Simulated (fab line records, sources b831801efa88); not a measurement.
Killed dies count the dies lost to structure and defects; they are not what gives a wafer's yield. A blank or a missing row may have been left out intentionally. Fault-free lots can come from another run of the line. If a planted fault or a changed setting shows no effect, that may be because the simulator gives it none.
8D (eight disciplines) problem report, filled in by code	flow gf180mcu	the parts of the form that need people (team, actions taken, sign-off) are left out

1. THE ISSUE
run length s at GF_M1_METAL_ETCH_16 reads a mean of 136.1 s on 4 wafers of 3 lots; wafers without a fault read 132.8 s with a standard deviation of 0.41. That puts it +8.0 standard deviations away from the usual mean.
The step: etches the open film in Cl2/BCl3, stops on SiO2, target depth 627.5 nm, time 104.6 s.
Seen first at day 23 08:56 on rie metal-01, wafer L330.1. Wafers with a number at this step in the record: 36, from 13 lots. Rule for "out" (also "out of limits"): further than 4 standard deviations from the usual mean. The rest of the wafers with a number are treated as sound.

2. WHAT IT IS, WHAT IT ISN'T
question	is	is not
which readings at this step	run length s	bcl3 flow sccm, chamber pressure mTorr, drypump motor current A
which lots	L330, L331, L332	L315, L316, L320, L321, L323, L325, L326, L334, L335, L336
which wafers of those lots	L330.1, L331.1, L331.6, L332.1	L330.4, L332.2
read on which tools	rie metal-01	rie metal-02, rie metal-03
when	from day 23 08:56	up to then (22 sound wafers); but 10 sound wafers of L332, L334, L335, L336 came after

3. THE SUSPECTS, EACH WITH WHAT RULES IT OUT
Counting: a tool at a process step up to the reading stays a suspect if it ran every lot that is out. Sound lots after the first of them don't rule it out here, since some wafers of a struck lot are sound.
- rie metal-01 at GF_M1_METAL_ETCH_16 (etches the open film in Cl2/BCl3, stops on SiO2, target depth 627.5 nm, time 104.6 s): kept. Ran every lot that is out, first one L330 (day 23 08:56); last sound lot up to then L326 (day 22 01:05). Its own readings are out on those wafers: run length s.
After counting, what remains is rie metal-01 at GF_M1_METAL_ETCH_16.

4. THE CAUSE (what the simulator had put in)
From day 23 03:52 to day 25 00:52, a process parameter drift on rie metal-01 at GF_M1_METAL_ETCH_16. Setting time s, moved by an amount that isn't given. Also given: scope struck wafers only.
Only this tool survived the counting.

5. THE CHAIN OF EFFECTS, in route order
Each row: a reading whose mean over the struck wafers that have a number lies more than 3 standard deviations from the usual. Scope: only readings with a usual standard deviation given in the record; hours: median across lots of the time from each lot's start at the first step in this table that gives one to its start at this step; sigmas: change in usual standard deviations.
hours	step	reading	usual	on struck wafers	change	sigmas
0	GF_M1_METAL_ETCH_16	run length s	132.8 s	136.1	+3.3	+8.0
Its process steps:
- GF_M1_METAL_ETCH_16: etches the open film in Cl2/BCl3, stops on SiO2, target depth 627.5 nm, time 104.6 s.

6. WHAT WOULD HAVE CAUGHT IT SOONER
The fault began at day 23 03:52; the first out-of-limits reading in this record came at day 23 08:56, 5 hours later.
